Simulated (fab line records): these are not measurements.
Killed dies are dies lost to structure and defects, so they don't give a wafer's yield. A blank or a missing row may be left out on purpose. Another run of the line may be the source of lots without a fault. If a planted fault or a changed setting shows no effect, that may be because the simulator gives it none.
Which of the tools did it? | flow gf180mcu | 13 lots with 39 wafers sampled at 5 steps, on a route of 602 steps

WHAT THE GAUGES READ, wafer by wafer
GF_CONTACT_CD_MEAS_14: target cd 220 nm. Usual: cd_nm reads 220.2 nm (standard deviation 1.7).
lot  | measured     | on        | cd_nm (nm)        | flag
L993 | day 16 01:08 | cd_sem-02 | 220.9 219.4 219.9 |
L994 | day 16 14:52 | cd_sem-02 | 219.5 219.3 219.0 |
L995 | day 17 01:36 | cd_sem-02 | 220.0 220.6 219.3 |
L101 | day 19 07:44 | cd_sem-01 | 219.1 220.8 220.7 |
L104 | day 20 02:47 | cd_sem-02 | 217.5 217.6 217.3 |
L105 | day 20 13:08 | cd_sem-01 | 222.3 224.0 221.4 |
L109 | day 22 02:14 | cd_sem-01 | 220.7 221.6 221.7 |
L111 | day 22 18:06 | cd_sem-01 | 223.0 223.6 224.9 |
L112 | day 23 04:32 | cd_sem-01 | 218.4 218.8 217.8 |
L113 | day 23 10:54 | cd_sem-01 | 219.3 217.8 219.2 |
L114 | day 23 14:17 | cd_sem-01 | 221.2 218.3 218.5 |
L115 | day 24 02:39 | cd_sem-01 | 221.3 220.4 220.7 |
L116 | day 24 07:34 | cd_sem-01 | 217.0 217.9 216.8 |

GF_M1_CD_MEAS_14: target cd 230 nm. Usual: cd_nm reads 230.3 nm (standard deviation 1.3).
lot  | measured     | on        | cd_nm (nm)        | flag
L993 | day 17 01:11 | cd_sem-02 | 230.7 230.2 230.9 |
L994 | day 17 16:11 | cd_sem-02 | 229.0 229.8 230.3 |
L995 | day 18 02:26 | cd_sem-01 | 231.1 230.7 229.6 |
L101 | day 20 09:42 | cd_sem-01 | 229.5 229.1 230.4 |
L104 | day 21 04:15 | cd_sem-01 | 202.1 202.7 231.2 | OFF
L105 | day 21 15:08 | cd_sem-01 | 204.0 204.8 232.4 | OFF
L109 | day 23 02:42 | cd_sem-01 | 229.5 228.9 229.4 |
L111 | day 23 17:54 | cd_sem-02 | 230.3 231.0 230.7 |
L112 | day 24 04:41 | cd_sem-01 | 230.1 230.5 229.0 |
L113 | day 24 10:07 | cd_sem-02 | 230.9 231.8 230.6 |
L114 | day 24 13:42 | cd_sem-01 | 230.7 229.4 230.6 |
L115 | day 25 01:45 | cd_sem-02 | 232.1 231.5 230.1 |
L116 | day 25 06:58 | cd_sem-02 | 228.4 229.2 229.3 |

GF_V1_THK_MEAS_01. Usual: V1_CVD_00_THK typically reads 601 nm, with standard deviation 6.6.
lot  | measured     | on            | V1_CVD_00_THK (nm) | flag
L993 | day 17 02:05 | film_metro-04 | 602 607 610        |
L994 | day 17 17:04 | film_metro-01 | 610 603 606        |
L995 | day 18 03:20 | film_metro-02 | 589 598 595        |
L101 | day 20 10:35 | film_metro-01 | 607 603 597        |
L104 | day 21 05:08 | film_metro-01 | 594 599 594        |
L105 | day 21 16:04 | film_metro-02 | 605 606 601        |
L109 | day 23 03:35 | film_metro-01 | 601 603 604        |
L111 | day 23 18:49 | film_metro-02 | 610 598 601        |
L112 | day 24 05:34 | film_metro-01 | 605 587 599        |
L113 | day 24 11:02 | film_metro-04 | 603 604 595        |
L114 | day 24 14:41 | film_metro-04 | 595 610 602        |
L115 | day 25 02:59 | film_metro-01 | 595 595 594        |
L116 | day 25 07:51 | film_metro-01 | 587 580 594        |

WHICH TOOL RAN EACH LOT (tool, then ch and the chambers of the sampled wafers, then the start)
lot  | GF_CONTACT_ETCH_16                 | GF_M1_EXPOSE_11
L993 | rie_diel-04 ch 2,3, day 16 01:17   | krf_scanner-01 ch 0, day 16 14:15
L994 | rie_diel-03 ch 0,2,3, day 16 14:59 | krf_scanner-02 ch 0, day 17 04:38
L995 | rie_diel-04 ch 0,2, day 17 01:46   | krf_scanner-02 ch 0, day 17 14:57
L101 | rie_diel-03 ch 2,3, day 19 07:53   | krf_scanner-02 ch 0, day 19 21:34
L104 | rie_diel-03 ch 0,2,3, day 20 02:56 | krf_scanner-01 ch 0, day 20 16:13
L105 | rie_diel-04 ch 1,2,3, day 20 13:17 | krf_scanner-01 ch 0, day 21 03:21
L109 | rie_diel-01 ch 0,1, day 22 02:23   | krf_scanner-02 ch 0, day 22 15:19
L111 | rie_diel-03 ch 0,2,3, day 22 18:14 | krf_scanner-02 ch 0, day 23 07:06
L112 | rie_diel-01 ch 0,2,3, day 23 04:40 | krf_scanner-01 ch 0, day 23 17:42
L113 | rie_diel-01 ch 0,2,3, day 23 11:02 | krf_scanner-02 ch 0, day 23 23:41
L114 | rie_diel-04 ch 0,2, day 23 14:26   | krf_scanner-02 ch 0, day 24 03:24
L115 | rie_diel-01 ch 0,2,3, day 24 02:49 | krf_scanner-02 ch 0, day 24 14:26
L116 | rie_diel-04 ch 0,1,2, day 24 07:43 | krf_scanner-02 ch 0, day 24 20:06
- GF_CONTACT_ETCH_16: etches BARC in N2/H2.
- GF_M1_EXPOSE_11: exposes mask Metal1, target cd 230 nm.

WHAT THE TOOLS THEMSELVES READ (means of the sampled wafers that have a number; where no wafer has one, the mark that the record gives instead)
GF_CONTACT_ETCH_16. Usual: drypump_motor_current_A 5.9 A, standard deviation 0.31; oes_product_au 0.854 a.u., standard deviation 0.004; throttle_valve_pct 13.225 %, standard deviation 0.0089.
lot  | tool        | drypump_motor_current_A (A) | oes_product_au (a.u.) | throttle_valve_pct (%) | flag
L993 | rie_diel-04 | 6.1                         | 0.855                 | 13.225                 |
L994 | rie_diel-03 | 5.8                         | 0.859                 | 13.232                 |
L995 | rie_diel-04 | 6.1                         | 0.856                 | 13.222                 |
L101 | rie_diel-03 | 5.9                         | 0.857                 | 13.223                 |
L104 | rie_diel-03 | 5.8                         | 0.857                 | 13.222                 |
L105 | rie_diel-04 | 5.8                         | 0.850                 | 13.223                 |
L109 | rie_diel-01 | 6.2                         | 0.855                 | 13.213                 |
L111 | rie_diel-03 | 5.7                         | 0.855                 | 13.223                 |
L112 | rie_diel-01 | 6.0                         | 0.854                 | 13.224                 |
L113 | rie_diel-01 | 6.0                         | 0.854                 | 13.230                 |
L114 | rie_diel-04 | 5.9                         | 0.852                 | 13.230                 |
L115 | rie_diel-01 | 6.0                         | 0.852                 | 13.227                 |
L116 | rie_diel-04 | 5.8                         | 0.856                 | 13.223                 |

THE ANSWER, worked out from the rows above alone
Rule: lot off if the mean of its wafers having a number is beyond 3 standard deviations from the usual mean. Also off: a lot with no number at a reading for which 4 or more lots have one. All remaining lots with rows at the step are treated as sound. Order of review: gauges by route order, followed by the tools' own readings, for which a lot's mean as printed above is used. The first step at which some lot is off is used, and at that step the reading that is off furthest; a lot without a number counts as furthest.
Off: L104, L105, at GF_M1_CD_MEAS_14 (cd_nm).
If a tool, at a process step before that reading, ran all the lots that are off and no sound lot after the first of them, it fits. The gauges at GF_M1_CD_MEAS_14 are tried like those tools. Of those tried, none fits.

WHAT THE SIMULATOR PUT IN
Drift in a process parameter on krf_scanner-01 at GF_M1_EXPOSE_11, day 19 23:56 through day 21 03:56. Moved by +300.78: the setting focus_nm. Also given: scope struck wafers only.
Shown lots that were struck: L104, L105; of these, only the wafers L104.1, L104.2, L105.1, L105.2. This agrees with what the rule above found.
